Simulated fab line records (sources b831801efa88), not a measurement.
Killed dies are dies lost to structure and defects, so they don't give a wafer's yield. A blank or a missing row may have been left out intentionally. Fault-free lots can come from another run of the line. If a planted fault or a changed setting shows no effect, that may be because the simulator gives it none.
Which tool was responsible? || flow gf180mcu || 6 lots with 18 wafers sampled at 3 steps, on a route of 602 steps

WHAT THE GAUGES SHOWED, per wafer
GF_VT_IMPLANT_RS_MEAS_47: measures by four-point-probe.
{"lot": "L681", "measured": "day 7 20:12", "on": "filmMetro-03", "NWELL_RS (ohm/sq)": "486.2 487.1 487.9"}
{"lot": "L685", "measured": "day 8 22:29", "on": "filmMetro-04", "NWELL_RS (ohm/sq)": "488.4 489.4 489.3"}
{"lot": "L688", "measured": "day 9 18:52", "on": "filmMetro-04", "NWELL_RS (ohm/sq)": "524.2 524.6 524.6"}
{"lot": "L690", "measured": "day 10 07:38", "on": "filmMetro-02", "NWELL_RS (ohm/sq)": "527.1 527.4 525.1"}
{"lot": "L698", "measured": "day 12 14:13", "on": "filmMetro-04", "NWELL_RS (ohm/sq)": "486.2 485.8 486.7"}
{"lot": "L701", "measured": "day 13 12:10", "on": "filmMetro-02", "NWELL_RS (ohm/sq)": "486.9 488.3 488.3"}

TOOL THAT RAN EACH LOT (tool first, then ch and the chambers of the sampled wafers, then the start)
{"lot": "L681", "GF_NWELL_IMPLANT_09": "implanter-02 ch 0, day 3 13:15", "GF_NWELL_STRIP_10": "plasmaAsher-02 ch 0,1, day 3 13:24"}
{"lot": "L685", "GF_NWELL_IMPLANT_09": "implanter-03 ch 0, day 4 10:15", "GF_NWELL_STRIP_10": "plasmaAsher-02 ch 0,1, day 4 10:24"}
{"lot": "L688", "GF_NWELL_IMPLANT_09": "implanter-02 ch 0, day 5 02:24", "GF_NWELL_STRIP_10": "plasmaAsher-03 ch 0,1, day 5 02:33"}
{"lot": "L690", "GF_NWELL_IMPLANT_09": "implanter-02 ch 0, day 5 12:44", "GF_NWELL_STRIP_10": "plasmaAsher-01 ch 0,1, day 5 12:51"}
{"lot": "L698", "GF_NWELL_IMPLANT_09": "implanter-01 ch 0, day 7 09:44", "GF_NWELL_STRIP_10": "plasmaAsher-01 ch 0,1, day 7 09:53"}
{"lot": "L701", "GF_NWELL_IMPLANT_09": "implanter-01 ch 0, day 8 03:21", "GF_NWELL_STRIP_10": "plasmaAsher-02 ch 0,1, day 8 03:29"}
- GF_NWELL_IMPLANT_09
- GF_NWELL_STRIP_10: strips in O2/N2.

THE ANSWER, worked out from the rows above alone
Rule: the usual values come from the lots themselves. Put in order of their means at a reading, lots are off if they are a third of the lots or fewer, leave a main group of 4 or more, and stand apart from it by a gap of 3 or more times the standard deviation of the main group's means; of several such gaps the widest counts. If all means in a main group match to the digits the tables above print for the reading, that group is not used. A lot without any number at a reading at which 4 lots or more have one is off too. The other lots that the step has rows for count as sound.
Off: at GF_VT_IMPLANT_RS_MEAS_47 (NWELL_RS), L688, L690. For the main group the mean is 487.5 ohm/sq and the standard deviation 1.
If a tool, at a process step before that reading, ran all the lots that are off and no sound lot after the first of them, it fits. Gauges at GF_VT_IMPLANT_RS_MEAS_47: tried the same way as those tools. One fits: GF_NWELL_IMPLANT_09 on implanter-02. Its last sound lot is L681 (day 3 13:15), its first lot that is off L688 (day 5 02:24): a fault that began between those two fits.

WHAT WAS PUT IN BY THE SIMULATOR
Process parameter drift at GF_NWELL_IMPLANT_09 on implanter-02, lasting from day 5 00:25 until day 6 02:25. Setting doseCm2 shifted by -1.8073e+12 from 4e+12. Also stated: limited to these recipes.
Struck lots among those shown: L688, L690. The rule above reached the same finding.
